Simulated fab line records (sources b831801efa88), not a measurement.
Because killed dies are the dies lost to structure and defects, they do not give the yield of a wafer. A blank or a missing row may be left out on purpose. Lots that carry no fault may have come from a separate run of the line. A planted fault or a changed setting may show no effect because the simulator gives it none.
fab line records ; flow gf180mcu
record lots=5; wafers=15; lastDay=34
route steps=602 shown POLY_GATE@172 HV_LDD@176
lots that met no fault: from a run of the same line without faults
startH: hours from the record's opening day to when the first of the lot's shown wafers began ; waitH: time in hours since the lot's previous step ; " as in the row above ; L1.1+2: one row covering several wafers at once ; - either no value or no given start ; * or withheld: withheld ; < > ~ a bound
route shown NAME@n: a module of which the file shows steps, and the number in the route of the first ; usual: mean/standard deviation taken from wafers without a fault ; same: alike in all rows ; chamber/n: place in a boat ; sites: each site's reading ; _std_site: how widely they spread, as a standard deviation ; _edge_site: the outer-site mean with the inner-site mean subtracted ; radiusMm: for every site, how far away it sits from the centre of the wafer ; mask NAME#n: copy n ; behind: the tool/chamber that last shaped the wafer ; hold: why the lot was held/for how many hours/how that ended ; device: which transistor (n, p or np) failed to switch ; end of line: the route-end tests of the same wafers ; a step with no rows: only its recipe ; killed: dies lost to structure and defects at the first sort, not the wafer's yield ; map: per-die view of a wafer (x killed, . not killed, _ where there is no die)
set.NAME: setting as actually run; set.NAME@STEP: the setting as run at that earlier step ; model.NAME: the simulator's own value behind a step, which no gauge read
certain route steps with their lots: each step a table, each wafer a row
services: a tool's chamber out of use, with start hour (startH, from the record's first day; less than 0 if before it), hours out, and reason
## steps
# step GF_POLY_GATE_CLEAN_15
# recipe chemistry=SC1/SC2; mix=1:4:20; tempC=70; timeS=150; dry=n2Spin
lot.wafer;tool;chamber;startH;waitH
L076.2+3+4;wetBench-03;2;204.55;0.1
L077.3+4+5;wetBench-02;2;219.70;0.0
L086.3+4+6;wetBench-03;1;281.99;0.0
L089.2+3+6;wetBench-01;1;311.59;0.1
L096.3+4+6;wetBench-01;2;351.83;0.0
# step GF_POLY_GATE_OXIDATION_16
# recipe tempC=850; ambient=O2; stabiliseS=600; purgeS=300; targetThkA=40; oxTimeS=899
# usual tubeCenterTempC=849.99/0.084
lot.wafer;tool;chamber;startH;waitH;tubeCenterTempC
L076.2;furnace-02;0;205.41;0.8;849.98
L076.3;furnace-02;0;205.41;0.8;849.9
L076.4;furnace-02;0;205.41;0.8;849.95
L077.3;furnace-01;0;219.75;0.0;850.01
L077.4;furnace-01;0;219.75;0.0;850.05
L077.5;furnace-01;0;219.75;0.0;849.98
L086.3;furnace-01;0;282.04;0.0;850
L086.4;furnace-01;0;282.04;0.0;849.95
L086.6;furnace-01;0;282.04;0.0;850.12
L089.2;furnace-02;0;311.90;0.3;849.91
L089.3;furnace-02;0;311.90;0.3;850.05
L089.6;furnace-02;0;311.90;0.3;849.8
L096.3;furnace-01;0;353.11;1.2;850.02
L096.4;furnace-01;0;353.11;1.2;849.9
L096.6;furnace-01;0;353.11;1.2;850.07
# step GF_POLY_GATE_THK_MEAS_17
# recipe reads=SiO2_of_POLY_GATE_OXIDATION_16
# usual POLY_GATE_OXIDATION_THK=3.99/0.11
lot.wafer;tool;chamber;startH;waitH;POLY_GATE_OXIDATION_THK[nm]
L076.2;filmMetro-02;-;206.67;0.0;3.93
L076.3;filmMetro-02;-;206.67;0.0;3.88
L076.4;filmMetro-02;-;206.67;0.0;3.94
L077.3;filmMetro-02;-;221.02;0.0;3.72
L077.4;filmMetro-02;-;221.02;0.0;3.76
L077.5;filmMetro-02;-;221.02;0.0;3.84
L086.3;filmMetro-01;-;283.31;0.0;4.07
L086.4;filmMetro-01;-;283.31;0.0;4.02
L086.6;filmMetro-01;-;283.31;0.0;4.19
L089.2;filmMetro-01;-;313.16;0.0;3.96
L089.3;filmMetro-01;-;313.16;0.0;3.84
L089.6;filmMetro-01;-;313.16;0.0;3.93
L096.3;filmMetro-04;-;354.38;0.0;4.08
L096.4;filmMetro-04;-;354.38;0.0;4.02
L096.6;filmMetro-04;-;354.38;0.0;4.19
# step GF_POLY_GATE_CD_MEAS_18
# usual cdNm=279.4/2
lot.wafer;tool;chamber;startH;waitH;cdNm
L076.2;cdSem-02;-;206.75;0.1;281.3
L076.3;cdSem-02;-;206.75;0.1;280.4
L076.4;cdSem-02;-;206.75;0.1;277.7
L077.3;cdSem-01;-;221.12;0.1;280.1
L077.4;cdSem-01;-;221.12;0.1;278.0
L077.5;cdSem-01;-;221.12;0.1;279.5
L086.3;cdSem-02;-;283.40;0.1;279.3
L086.4;cdSem-02;-;283.40;0.1;278.9
L086.6;cdSem-02;-;283.40;0.1;278.7
L089.2;cdSem-02;-;313.24;0.1;279.1
L089.3;cdSem-02;-;313.24;0.1;279.6
L089.6;cdSem-02;-;313.24;0.1;279.2
L096.3;cdSem-01;-;354.47;0.1;279.2
L096.4;cdSem-01;-;354.47;0.1;277.4
L096.6;cdSem-01;-;354.47;0.1;278.5
# step GF_HV_LDD_DEHYDRATE_00
# recipe tempC=201.9; timeS=60
lot.wafer;tool;chamber;startH;waitH
L076.2+3+4;lithoTrack-03;0;215.34;8.6
L077.3+4+5;lithoTrack-02;0;230.03;8.9
L086.3+4+6;lithoTrack-03;0;292.77;9.3
L089.2+3+6;lithoTrack-04;0;322.65;9.4
L096.3+4+6;lithoTrack-03;0;364.96;10.5
# step GF_HV_LDD_HMDS_01
# recipe primeTimeS=60; primeTempC=120
lot.wafer;tool;chamber;startH;waitH
L076.2+3+4;lithoTrack-03;0;215.49;0.1
L077.3+4+5;lithoTrack-02;0;230.18;0.1
L086.3+4+6;lithoTrack-03;0;292.92;0.1
L089.2+3+6;lithoTrack-04;0;322.80;0.1
L096.3+4+6;lithoTrack-03;0;365.11;0.1
# step GF_HV_LDD_COAT_02
# recipe resist=NOVOLAK; spinRpm=3000; resistThkNm=1000
lot.wafer;tool;chamber;startH;waitH
L076.2+3+4;lithoTrack-03;0;215.64;0.1
L077.3+4+5;lithoTrack-02;0;230.33;0.1
L086.3+4+6;lithoTrack-03;0;293.07;0.1
L089.2+3+6;lithoTrack-04;0;322.95;0.1
L096.3+4+6;lithoTrack-03;0;365.26;0.1
# step GF_HV_LDD_SOFTBAKE_03
# recipe tempC=90; timeS=60; resist=NOVOLAK
lot.wafer;tool;chamber;startH;waitH
L076.2+3+4;lithoTrack-03;0;215.79;0.1
L077.3+4+5;lithoTrack-02;0;230.48;0.1
L086.3+4+6;lithoTrack-03;0;293.22;0.1
L089.2+3+6;lithoTrack-04;0;323.10;0.1
L096.3+4+6;lithoTrack-03;0;365.41;0.1
# step GF_HV_LDD_EXPOSE_04
# recipe maskId=Nplus_LV_AREA; targetCdNm=400; na=0.6; sourceShape=conventional; sigmaOuter=0.6; doseMj=140
# usual exposureDoseMJCm2=139.93/0.14
lot.wafer;tool;chamber;startH;waitH;mask;exposureDoseMJCm2
L076.2;ilineStepper-01;0;-;-;Nplus_LV_AREA#0;140.15
L076.3;ilineStepper-01;0;-;-;Nplus_LV_AREA#0;139.72
L076.4;ilineStepper-01;0;-;-;Nplus_LV_AREA#0;139.77
L077.3;ilineStepper-02;0;-;-;Nplus_LV_AREA#0;139.97
L077.4;ilineStepper-02;0;-;-;Nplus_LV_AREA#0;140.21
L077.5;ilineStepper-02;0;-;-;Nplus_LV_AREA#0;140.01
L086.3;ilineStepper-01;0;-;-;Nplus_LV_AREA#0;140.00
L086.4;ilineStepper-01;0;-;-;Nplus_LV_AREA#0;139.86
L086.6;ilineStepper-01;0;-;-;Nplus_LV_AREA#0;139.78
L089.2;ilineStepper-01;0;-;-;Nplus_LV_AREA#0;140.04
L089.3;ilineStepper-01;0;-;-;Nplus_LV_AREA#0;139.96
L089.6;ilineStepper-01;0;-;-;Nplus_LV_AREA#0;140.16
L096.3;ilineStepper-01;0;-;-;Nplus_LV_AREA#0;140.02
L096.4;ilineStepper-01;0;-;-;Nplus_LV_AREA#0;140.02
L096.6;ilineStepper-01;0;-;-;Nplus_LV_AREA#0;139.98
# step GF_HV_LDD_PEB_05
# recipe tempC=withheld; timeS=*; resist=NOVOLAK
lot.wafer;tool;chamber;startH;waitH
L076.2+3+4;lithoTrack-04;0;-;-
L077.3+4+5;lithoTrack-02;0;-;-
L086.3+4+6;lithoTrack-04;0;-;-
L089.2+3+6;lithoTrack-03;0;-;-
L096.3+4+6;lithoTrack-03;0;-;-
# step GF_HV_LDD_DEVELOP_06
# recipe developTimeS=60; devTempC=23
lot.wafer;tool;chamber;startH;waitH
L076.2+3+4;lithoTrack-04;0;224.90;0.1
L077.3+4+5;lithoTrack-02;0;239.48;0.1
L086.3+4+6;lithoTrack-04;0;302.72;0.1
L089.2+3+6;lithoTrack-03;0;333.44;0.1
L096.3+4+6;lithoTrack-03;0;376.36;0.1
# step GF_HV_LDD_CD_MEAS_07
# recipe targetCdNm=400
# usual cdNm=398.8/2.4
lot.wafer;tool;chamber;startH;waitH;cdNm
L076.2;cdSem-02;-;225.04;0.1;398.8
L076.3;cdSem-02;-;225.04;0.1;399.1
L076.4;cdSem-02;-;225.04;0.1;400.6
L077.3;cdSem-01;-;239.62;0.1;394.7
L077.4;cdSem-01;-;239.62;0.1;398.4
L077.5;cdSem-01;-;239.62;0.1;398.2
L086.3;cdSem-02;-;302.86;0.1;396.7
L086.4;cdSem-02;-;302.86;0.1;397.8
L086.6;cdSem-02;-;302.86;0.1;399.2
L089.2;cdSem-01;-;333.59;0.1;397.0
L089.3;cdSem-01;-;333.59;0.1;395.4
L089.6;cdSem-01;-;333.59;0.1;396.3
L096.3;cdSem-01;-;376.50;0.1;400.0
L096.4;cdSem-01;-;376.50;0.1;399.2
L096.6;cdSem-01;-;376.50;0.1;398.7
# step GF_HV_LDD_OVL_MEAS_08
# usual HV_LDD_OVL=-0.7/1.1
lot.wafer;tool;chamber;startH;waitH;HV_LDD_OVL[nm]
L076.2;overlay-02;-;225.15;0.1;0.0
L076.3;overlay-02;-;225.15;0.1;-1.8
L076.4;overlay-02;-;225.15;0.1;-0.1
L077.3;overlay-02;-;239.71;0.1;-2.7
L077.4;overlay-02;-;239.71;0.1;-0.8
L077.5;overlay-02;-;239.71;0.1;-1.1
L086.3;overlay-01;-;302.96;0.1;1.5
L086.4;overlay-01;-;302.96;0.1;0.4
L086.6;overlay-01;-;302.96;0.1;1.4
L089.2;overlay-01;-;333.69;0.1;1.3
L089.3;overlay-01;-;333.69;0.1;-1.1
L089.6;overlay-01;-;333.69;0.1;-0.8
L096.3;overlay-02;-;376.60;0.1;0.1
L096.4;overlay-02;-;376.60;0.1;-0.5
L096.6;overlay-02;-;376.60;0.1;-0.4
# step GF_HV_LDD_IMPLANT_09
# recipe species=As; energyKev=40; doseCm2=1e+14; tiltDeg=7
# usual beamOnS=10.02/0.19
lot.wafer;tool;chamber;startH;waitH;beamOnS
L076.2;implanter-04;0;225.21;0.0;9.83
L076.3;implanter-04;0;225.21;0.0;10.14
L076.4;implanter-04;0;225.21;0.0;10.24
L077.3;implanter-01;0;239.79;0.1;10.50
L077.4;implanter-01;0;239.79;0.1;9.93
L077.5;implanter-01;0;239.79;0.1;10.27
L086.3;implanter-03;0;303.03;0.1;10.13
L086.4;implanter-03;0;303.03;0.1;10.00
L086.6;implanter-03;0;303.03;0.1;10.10
L089.2;implanter-01;0;333.75;0.0;9.91
L089.3;implanter-01;0;333.75;0.0;10.06
L089.6;implanter-01;0;333.75;0.0;9.78
L096.3;implanter-04;0;376.67;0.1;9.82
L096.4;implanter-04;0;376.67;0.1;9.97
L096.6;implanter-04;0;376.67;0.1;9.65
# step GF_HV_LDD_STRIP_10
# recipe chemistry=O2/N2; powerW=1400; pressureMtorr=1500; platenTempC=250; o2FlowSccm=3000; n2FlowSccm=300; overashFraction=0.5
# usual chamberPressureMTorr=1500.1/1.3; drypumpMotorCurrentA=5.4/0.4; heaterPowerW=319/19; n2FlowSccm=299.9/0.82; oesProductAu=0.716/0.005; stripTimeToEndpointS=12.64/0.031
lot.wafer;tool;chamber;startH;waitH;chamberPressureMTorr;drypumpMotorCurrentA;heaterPowerW;n2FlowSccm;oesProductAu;rfHoursCounterH;stripTimeToEndpointS
L076.2;plasmaAsher-01;1;225.33;0.1;1499.1;4.8;328;301.4;0.711;45;12.60
L076.3;plasmaAsher-01;0;225.33;0.1;1499.8;5.4;294;299.0;0.722;-;12.62
L076.4;plasmaAsher-01;1;225.33;0.1;1500.4;4.8;321;300.6;0.719;-;12.63
L077.3;plasmaAsher-01;1;239.92;0.1;1499.8;4.8;319;299.9;0.714;-;12.62
L077.4;plasmaAsher-01;0;239.92;0.1;1500.3;5.4;298;299.4;0.713;-;12.67
L077.5;plasmaAsher-01;1;239.92;0.1;1499.9;4.8;313;301.1;0.716;-;12.63
L086.3;plasmaAsher-01;0;303.16;0.1;1501.1;5.4;291;300.6;0.713;-;12.62
L086.4;plasmaAsher-01;1;303.16;0.1;1501.0;4.8;323;299.9;0.714;-;12.64
L086.6;plasmaAsher-01;0;303.16;0.1;1498.5;5.4;286;300.2;0.716;-;12.63
L089.2;plasmaAsher-04;1;333.87;0.1;1499.7;5.8;328;299.8;0.712;22;12.71
L089.3;plasmaAsher-04;1;333.87;0.1;1499.2;5.8;327;299.5;0.715;-;12.72
L089.6;plasmaAsher-04;0;333.87;0.1;1496.8;5.5;336;300.1;0.713;-;12.70
L096.3;plasmaAsher-04;0;376.80;0.1;1496.9;5.5;336;299.1;0.713;-;12.64
L096.4;plasmaAsher-04;1;376.80;0.1;1500.2;5.8;332;299.6;0.712;-;12.59
L096.6;plasmaAsher-04;1;376.80;0.1;1500.4;5.8;332;299.2;0.716;-;12.62
# step GF_HV_LDD_TW_MEAS_11
# usual HV_LDD_TW=2415/11
lot.wafer;tool;chamber;startH;waitH;HV_LDD_TW
L076.2;filmMetro-02;-;225.44;0.1;2420
L076.3;filmMetro-02;-;225.44;0.1;2419
L076.4;filmMetro-02;-;225.44;0.1;2402
L077.3;filmMetro-04;-;240.01;0.1;2414
L077.4;filmMetro-04;-;240.01;0.1;2405
L077.5;filmMetro-04;-;240.01;0.1;2395
L086.3;filmMetro-02;-;303.25;0.1;2420
L086.4;filmMetro-02;-;303.25;0.1;2421
L086.6;filmMetro-02;-;303.25;0.1;2414
L089.2;filmMetro-04;-;333.98;0.1;2412
L089.3;filmMetro-04;-;333.98;0.1;2412
L089.6;filmMetro-04;-;333.98;0.1;2404
L096.3;filmMetro-03;-;376.89;0.1;2419
L096.4;filmMetro-03;-;376.89;0.1;2425
L096.6;filmMetro-03;-;376.89;0.1;2409
# step GF_HV_LDD_DEHYDRATE_12
# recipe tempC=200; timeS=60
lot.wafer;tool;chamber;startH;waitH
L076.2+3+4;lithoTrack-04;0;234.20;8.7
L077.3+4+5;lithoTrack-03;0;248.67;8.6
L086.3+4+6;lithoTrack-02;0;312.93;9.7
L089.2+3+6;lithoTrack-04;0;344.05;10.1
L096.3+4+6;lithoTrack-03;0;387.61;10.7
# step GF_HV_LDD_HMDS_13
# recipe primeTimeS=60; primeTempC=120
lot.wafer;tool;chamber;startH;waitH
L076.2+3+4;lithoTrack-04;0;234.35;0.1
L077.3+4+5;lithoTrack-03;0;248.82;0.1
L086.3+4+6;lithoTrack-02;0;313.08;0.1
L089.2+3+6;lithoTrack-04;0;344.20;0.1
L096.3+4+6;lithoTrack-03;0;387.76;0.1
# step GF_HV_LDD_COAT_14
# recipe resist=NOVOLAK; spinRpm=3000; resistThkNm=1000
lot.wafer;tool;chamber;startH;waitH
L076.2+3+4;lithoTrack-04;0;234.50;0.1
L077.3+4+5;lithoTrack-03;0;248.97;0.1
L086.3+4+6;lithoTrack-02;0;313.23;0.1
L089.2+3+6;lithoTrack-04;0;344.35;0.1
L096.3+4+6;lithoTrack-03;0;387.91;0.1
# step GF_HV_LDD_SOFTBAKE_15
# recipe tempC=90; timeS=60; resist=NOVOLAK
lot.wafer;tool;chamber;startH;waitH
L076.2+3+4;lithoTrack-04;0;234.65;0.1
L077.3+4+5;lithoTrack-03;0;249.12;0.1
L086.3+4+6;lithoTrack-02;0;313.38;0.1
L089.2+3+6;lithoTrack-04;0;344.50;0.1
L096.3+4+6;lithoTrack-03;0;388.06;0.1
# step GF_HV_LDD_EXPOSE_16
# recipe maskId=Pplus_LV_AREA; targetCdNm=400; na=0.6; sourceShape=conventional; sigmaOuter=0.6; doseMj=140
# usual exposureDoseMJCm2=140.01/0.14
lot.wafer;tool;chamber;startH;waitH;mask;exposureDoseMJCm2
L076.2;ilineStepper-01;0;-;-;Pplus_LV_AREA#0;140.03
L076.3;ilineStepper-01;0;-;-;Pplus_LV_AREA#0;140.03
L076.4;ilineStepper-01;0;-;-;Pplus_LV_AREA#0;140.01
L077.3;ilineStepper-02;0;-;-;Pplus_LV_AREA#0;139.76
L077.4;ilineStepper-02;0;-;-;Pplus_LV_AREA#0;139.90
L077.5;ilineStepper-02;0;-;-;Pplus_LV_AREA#0;139.95
L086.3;ilineStepper-02;0;-;-;Pplus_LV_AREA#0;140.00
L086.4;ilineStepper-02;0;-;-;Pplus_LV_AREA#0;140.10
L086.6;ilineStepper-02;0;-;-;Pplus_LV_AREA#0;140.06
L089.2;ilineStepper-02;0;-;-;Pplus_LV_AREA#0;140.13
L089.3;ilineStepper-02;0;-;-;Pplus_LV_AREA#0;140.14
L089.6;ilineStepper-02;0;-;-;Pplus_LV_AREA#0;139.95
L096.3;ilineStepper-02;0;-;-;Pplus_LV_AREA#0;139.84
L096.4;ilineStepper-02;0;-;-;Pplus_LV_AREA#0;140.16
L096.6;ilineStepper-02;0;-;-;Pplus_LV_AREA#0;140.07
# step GF_HV_LDD_PEB_17
# recipe tempC=withheld; timeS=*; resist=NOVOLAK
lot.wafer;tool;chamber;startH;waitH
L076.2+3+4;lithoTrack-04;0;-;-
L077.3+4+5;lithoTrack-04;0;-;-
L086.3+4+6;lithoTrack-03;0;-;-
L089.2+3+6;lithoTrack-04;0;-;-
L096.3+4+6;lithoTrack-02;0;-;-
# step GF_HV_LDD_DEVELOP_18
# recipe developTimeS=60; devTempC=23
lot.wafer;tool;chamber;startH;waitH
L076.2+3+4;lithoTrack-04;0;243.15;0.1
L077.3+4+5;lithoTrack-04;0;258.67;0.1
L086.3+4+6;lithoTrack-03;0;323.32;0.1
L089.2+3+6;lithoTrack-04;0;354.75;0.1
L096.3+4+6;lithoTrack-02;0;399.63;0.1
# step GF_HV_LDD_CD_MEAS_19
# recipe targetCdNm=400
# usual cdNm=400.3/2.5
lot.wafer;tool;chamber;startH;waitH;cdNm
L076.2;cdSem-01;-;243.29;0.1;400.0
L076.3;cdSem-01;-;243.29;0.1;400.2
L076.4;cdSem-01;-;243.29;0.1;400.3
L077.3;cdSem-01;-;258.81;0.1;402.5
L077.4;cdSem-01;-;258.81;0.1;402.4
L077.5;cdSem-01;-;258.81;0.1;404.5
L086.3;cdSem-02;-;323.46;0.1;402.7
L086.4;cdSem-02;-;323.46;0.1;405.1
L086.6;cdSem-02;-;323.46;0.1;401.6
L089.2;cdSem-01;-;354.89;0.1;404.8
L089.3;cdSem-01;-;354.89;0.1;404.4
L089.6;cdSem-01;-;354.89;0.1;403.8
L096.3;cdSem-02;-;399.83;0.2;399.7
L096.4;cdSem-02;-;399.83;0.2;399.7
L096.6;cdSem-02;-;399.83;0.2;399.0
# step GF_HV_LDD_OVL_MEAS_20
# usual HV_LDD_01_OVL=0.1/1.4
lot.wafer;tool;chamber;startH;waitH;HV_LDD_01_OVL[nm]
L076.2;overlay-02;-;243.40;0.1;0.8
L076.3;overlay-02;-;243.40;0.1;0.5
L076.4;overlay-02;-;243.40;0.1;-1.5
L077.3;overlay-01;-;258.91;0.1;-0.7
L077.4;overlay-01;-;258.91;0.1;-0.8
L077.5;overlay-01;-;258.91;0.1;-0.5
L086.3;overlay-02;-;323.55;0.1;-1.4
L086.4;overlay-02;-;323.55;0.1;-2.2
L086.6;overlay-02;-;323.55;0.1;0.3
L089.2;overlay-01;-;355.00;0.1;-1.4
L089.3;overlay-01;-;355.00;0.1;-2.5
L089.6;overlay-01;-;355.00;0.1;-0.1
L096.3;overlay-01;-;399.92;0.1;0.4
L096.4;overlay-01;-;399.92;0.1;1.8
L096.6;overlay-01;-;399.92;0.1;0.3
# step GF_HV_LDD_IMPLANT_21
# recipe species=BF2; energyKev=25; doseCm2=5e+13; tiltDeg=7
# usual beamOnS=10.01/0.2
lot.wafer;tool;chamber;startH;waitH;beamOnS
L076.2;implanter-03;0;243.46;0.0;9.84
L076.3;implanter-03;0;243.46;0.0;10.09
L076.4;implanter-03;0;243.46;0.0;9.83
L077.3;implanter-03;0;258.98;0.1;10.28
L077.4;implanter-03;0;258.98;0.1;10.24
L077.5;implanter-03;0;258.98;0.1;10.28
L086.3;implanter-01;0;323.62;0.1;9.85
L086.4;implanter-01;0;323.62;0.1;9.68
L086.6;implanter-01;0;323.62;0.1;10.08
L089.2;implanter-01;0;355.05;0.0;10.18
L089.3;implanter-01;0;355.05;0.0;10.22
L089.6;implanter-01;0;355.05;0.0;9.97
L096.3;implanter-03;0;400.00;0.1;10.08
L096.4;implanter-03;0;400.00;0.1;9.83
L096.6;implanter-03;0;400.00;0.1;10.78
# step GF_HV_LDD_STRIP_22
# recipe chemistry=O2/N2; powerW=1400; pressureMtorr=1500; platenTempC=250; o2FlowSccm=3000; n2FlowSccm=300; overashFraction=0.5
# usual chamberPressureMTorr=1500.1/1.4; drypumpMotorCurrentA=5.5/0.41; heaterPowerW=322/21; n2FlowSccm=300.0/0.82; oesProductAu=0.716/0.0043; stripTimeToEndpointS=12.64/0.031
lot.wafer;tool;chamber;startH;waitH;chamberPressureMTorr;drypumpMotorCurrentA;heaterPowerW;n2FlowSccm;oesProductAu;rfHoursCounterH;stripTimeToEndpointS
L076.2;plasmaAsher-01;0;243.58;0.1;1497.9;5.4;293;300.8;0.723;47;12.67
L076.3;plasmaAsher-01;1;243.58;0.1;1499.6;4.8;324;298.5;0.716;-;12.61
L076.4;plasmaAsher-01;0;243.58;0.1;1500.9;5.3;288;298.8;0.714;-;12.63
L077.3;plasmaAsher-01;1;259.11;0.1;1500.3;4.8;312;301.3;0.715;-;12.63
L077.4;plasmaAsher-01;0;259.11;0.1;1502.6;5.4;305;300.8;0.717;-;12.72
L077.5;plasmaAsher-01;0;259.11;0.1;1501.2;5.4;300;301.2;0.726;-;12.65
L086.3;plasmaAsher-01;0;323.75;0.1;1498.3;5.4;296;300.4;0.724;-;12.70
L086.4;plasmaAsher-01;1;323.75;0.1;1499.0;4.8;322;300.5;0.725;-;12.70
L086.6;plasmaAsher-01;0;323.75;0.1;1500.2;5.4;303;300.8;0.714;-;12.72
L089.2;plasmaAsher-02;0;355.18;0.1;1501.6;5.6;363;300.3;0.717;75;12.64
L089.3;plasmaAsher-02;1;355.18;0.1;1499.0;6.1;290;299.3;0.713;-;12.64
L089.6;plasmaAsher-02;1;355.18;0.1;1499.5;6.1;298;299.4;0.716;-;12.65
L096.3;plasmaAsher-01;0;400.13;0.1;1499.3;5.4;299;300.7;0.725;-;12.70
L096.4;plasmaAsher-01;1;400.13;0.1;1500.1;4.8;321;299.8;0.716;-;12.63
L096.6;plasmaAsher-01;1;400.13;0.1;1500.3;4.8;315;299.2;0.717;-;12.68
# step GF_HV_LDD_TW_MEAS_23
# usual HV_LDD_2_TW=1058/5.5
lot.wafer;tool;chamber;startH;waitH;HV_LDD_2_TW
L076.2;filmMetro-03;-;243.69;0.1;1063
L076.3;filmMetro-03;-;243.69;0.1;1066
L076.4;filmMetro-03;-;243.69;0.1;1066
L077.3;filmMetro-03;-;259.20;0.1;1068
L077.4;filmMetro-03;-;259.20;0.1;1075
L077.5;filmMetro-03;-;259.20;0.1;1065
L086.3;filmMetro-03;-;323.84;0.1;1055
L086.4;filmMetro-03;-;323.84;0.1;1053
L086.6;filmMetro-03;-;323.84;0.1;1057
L089.2;filmMetro-03;-;355.29;0.1;1054
L089.3;filmMetro-03;-;355.29;0.1;1059
L089.6;filmMetro-03;-;355.29;0.1;1051
L096.3;filmMetro-02;-;400.22;0.1;1069
L096.4;filmMetro-02;-;400.22;0.1;1065
L096.6;filmMetro-02;-;400.22;0.1;1063
# step GF_HV_LDD_DEHYDRATE_24
# recipe tempC=200; timeS=60
lot.wafer;tool;chamber;startH;waitH
L076.2+3+4;lithoTrack-02;0;252.81;9.1
L077.3+4+5;lithoTrack-03;0;268.52;9.3
L086.3+4+6;lithoTrack-03;0;333.97;10.1
L089.2+3+6;lithoTrack-02;0;366.06;10.8
L096.3+4+6;lithoTrack-04;0;411.12;10.9
## services
tool;chamber;startH;hours;kind
implanter-01;-;180.96;3.4;repair
furnace-02;-;185.85;4.1;pm
plasmaAsher-04;-;188.94;1.6;repair
furnace-02;-;189.95;3.4;pm
implanter-01;-;191.05;1.9;repair
plasmaAsher-04;-;206.65;2.8;pm
ilineStepper-01;-;229.11;1.7;pm
furnace-01;-;232.20;4.5;pm
implanter-01;-;232.40;3.9;pm
ilineStepper-02;-;264.29;1.7;pm
implanter-03;-;275.78;3.1;pm
implanter-01;-;285.54;3.0;repair
plasmaAsher-01;-;293.54;2.0;repair
ilineStepper-01;-;306.85;4.4;pm
lithoTrack-04;-;314.71;-;consumableReplace:filter
plasmaAsher-02;-;335.47;1.6;repair
furnace-01;-;346.96;3.2;pm
furnace-02;-;355.75;4.2;pm
plasmaAsher-04;-;360.28;8.3;repair
implanter-01;-;360.73;6.1;repair
implanter-03;-;364.68;1.2;repair
ilineStepper-02;-;376.71;3.7;repair
plasmaAsher-01;-;392.05;3.2;repair
furnace-01;-;400.65;3.3;pm
## key
fault none
